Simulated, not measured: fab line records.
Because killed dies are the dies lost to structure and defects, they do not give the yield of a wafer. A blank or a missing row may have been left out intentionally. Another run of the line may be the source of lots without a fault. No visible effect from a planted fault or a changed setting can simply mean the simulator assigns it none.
Struck lot and sound lot, side by side	flow gf180mcu	14 out of 602 route steps
Sound: wafers L556.4, L556.5, L556.6. Struck: wafers L550.2, L550.3, L550.4. The cause comes at the end.
For every step that has rows: the tool of each side, followed by ch and its chambers, followed by its first start. Under that, the readings that differ: sound wafers	struck wafers	difference of the means	sigmas: that difference in standard deviations of wafers without a fault.
alike: readings with means less than 2 such deviations apart, plus words and numbers identical on both sides. not compared: withheld readings, readings lacking a value on some wafer, bounds such as >300 that could conceal the same value, and numbers that have no deviation in the record and whose values overlap.
A row with sigmas, a row that says differs or no value, or rows on one side alone: a step with any of these is where the two part. Numbers that don't overlap but have no deviation are shown without sigmas and don't part them. A reading missing from all wafers of one side parts the sides only when that side holds two or more wafers.

first, 2 steps without rows for these wafers: GF_M2_CLEAN_19 (cleans in DIW); GF_V2_CVD_00 (deposits SiO2, target thk 600 nm, time 100 s).
GF_V2_THK_MEAS_01:
  sound on filmMetro-04 at day 25 03:55; struck on filmMetro-03 at day 23 08:35
  alike: V2_CVD_00_THK
GF_V2_CVD_02: deposits SiO2 from TEOS, target thk 850 nm, time 94.851 s.
  sound on pecvd-04 ch 0,1,2, day 25 03:59; struck on pecvd-03 ch 0,1,2, day 23 08:38
  alike: heaterPowerW, susceptorTempC
GF_V2_THK_MEAS_03:
  sound on filmMetro-04 at day 25 04:03; struck on filmMetro-04 at day 23 08:43
reading	sound	struck	difference	sigmas
V2_CVD_02_THK (nm)	859 874 870	827 845 836	-32	-2
GF_V2_CMP_04: polishes SiO2.
  sound on cmp-02 ch 1,2, day 25 04:05; struck on cmp-01 ch 0,2,3, day 23 08:49
  alike: motorCurrentA, timeToEndpointS
GF_V2_BOW_MEAS_05:
  sound on filmMetro-04 at day 25 04:27; struck on filmMetro-01 at day 23 09:05
reading	sound	struck	difference	sigmas
V2_BOW (um)	85 94 82	112 123 107	+27	+3
then, 5 steps without rows for these wafers: GF_V2_DEHYDRATE_06 (time 60 s); GF_V2_HMDS_07 (prime time 60 s); GF_V2_COAT_08; GF_V2_COAT_09 (resist thk 1000 nm); GF_V2_SOFTBAKE_10 (time 60 s).
GF_V2_EXPOSE_11: exposes mask Via2, target cd 260 nm.
  struck on krfScanner-02, day 23 20:59; sound on krfScanner-02 ch 0, day 25 16:05
  no value came back on the struck wafers for exposureDoseMJCm2, focusOffsetNm (nm); on the sound wafers exposureDoseMJCm2 reads 37.99 37.99 37.98
  alike: mask
then, 1 step without rows for these wafers: GF_V2_PEB_12 (peb time 90 s).

WHERE THEY PART
Last at GF_V2_EXPOSE_11 as far as this record goes, first at GF_V2_THK_MEAS_03.

WHY: the cause the simulator had injected
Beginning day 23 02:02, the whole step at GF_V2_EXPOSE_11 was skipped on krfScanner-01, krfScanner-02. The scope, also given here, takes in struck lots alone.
